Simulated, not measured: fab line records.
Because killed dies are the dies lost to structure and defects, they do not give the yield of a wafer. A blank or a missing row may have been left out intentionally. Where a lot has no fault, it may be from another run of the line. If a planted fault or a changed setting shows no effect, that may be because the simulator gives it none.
Problem report, 8D (eight disciplines) form, completed by code -- flow sky130 -- the parts of the form that need people (team, actions taken, sign-off) are left out

## 1. WHAT IS WRONG
killed_at_M0_to_M3 at SKY_PAD_OPEN_PROBE_99 reads a mean of 84 on 6 wafers of 2 lots; wafers without a fault read 42 with a standard deviation of 6.4. That is +6.6 standard deviations from the usual mean.
Seen first at day 48 14:26 on prober-01, wafer L136.1. Wafers with a number at this step in the record: 9, from 3 lots. Rule for "out", or "out of limits": more than 4 standard deviations from the usual mean. Any other wafer with a number is counted as sound.

## 2. WHAT IT IS; WHAT IT IS NOT
question,is,is not
which readings at this step,killed_at_M0_to_M3,"killed_at_contacts, killed_open, killed_short, sort_bin_6_memory"
which lots,"L136, L137",L145
which wafers of those lots,all that have a number,-
read on which tools,"prober-01, prober-02",-
when,from day 48 14:26,up to then (0 sound wafers); but 3 sound wafers of L145 came after

## 3. SUSPECTS, AND WHAT RULES EACH OUT
Counting: a tool at a process step up to the reading stays a suspect if it ran every lot that is out and no sound lot after the first of them.
- plasma_asher-01 at SKY_VIA1_STRIP_16 (strips in O2/N2): kept. It ran every lot that is out, first L136 (day 37 10:35), and no sound lot after that.
- cmp-02 at SKY_VIA2_CMP_02 (polishes SiO2): kept. It ran every lot that is out, first L136 (day 38 14:46), and no sound lot after that.
Left after counting: plasma_asher-01 at SKY_VIA1_STRIP_16, cmp-02 at SKY_VIA2_CMP_02.

## 4. THE CAUSE (what the simulator had put in)
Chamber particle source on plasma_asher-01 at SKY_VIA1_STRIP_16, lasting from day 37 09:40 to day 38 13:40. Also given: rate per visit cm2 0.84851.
After counting, 2 suspects remain, this tool included.

## 5. THE EFFECT CHAIN, in route order
One row per reading whose mean, taken over the struck wafers that have a number, lies over 3 standard deviations from the usual. Scope: only readings with a usual standard deviation given in the record; hours: median across lots of the time from each lot's start at the first step in this table that gives one to its start at this step; sigmas: change in usual standard deviations.
hours,step,reading,usual,on struck wafers,change,sigmas
0,SKY_PAD_OPEN_PROBE_99,defect_limited_yield,82.5 %,74.8,-7.7,-4.1
0,SKY_PAD_OPEN_PROBE_99,killed_at_M0_to_M3,42,84,+42,+6.6
0,SKY_PAD_OPEN_PROBE_99,killed_dies,86,124,+38,+4.1
0,SKY_PAD_OPEN_PROBE_99,sort_bin_3_pad_short,0.9 %,2.4,+1.5,+3.5
0,SKY_PAD_OPEN_PROBE_99,sort_bin_5_function,10.4 %,16.4,+6.0,+4.0
0,SKY_PAD_OPEN_PROBE_99,sort_n_pass,406,368,-38,-4.1
0,SKY_PAD_OPEN_PROBE_99,sort_yield_pct,82.5 %,74.8,-7.7,-4.1
Process steps it contains:
- SKY_PAD_OPEN_PROBE_99

## 6. WHAT WOULD HAVE CAUGHT IT SOONER
269 hours passed between the start of the fault at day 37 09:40 and the first reading out of limits in this record, taken at day 48 14:26.
Tool readings at SKY_VIA1_STRIP_16 with a usual standard deviation given in the record: none out on any struck wafer, hence no alarm at a limit of 4 standard deviations on them.
By day 48 14:26 the whole set of lots that are out, 2 in number, had already begun SKY_VIA1_STRIP_16 on plasma_asher-01. Holding the tool at that point would not have protected any of them.
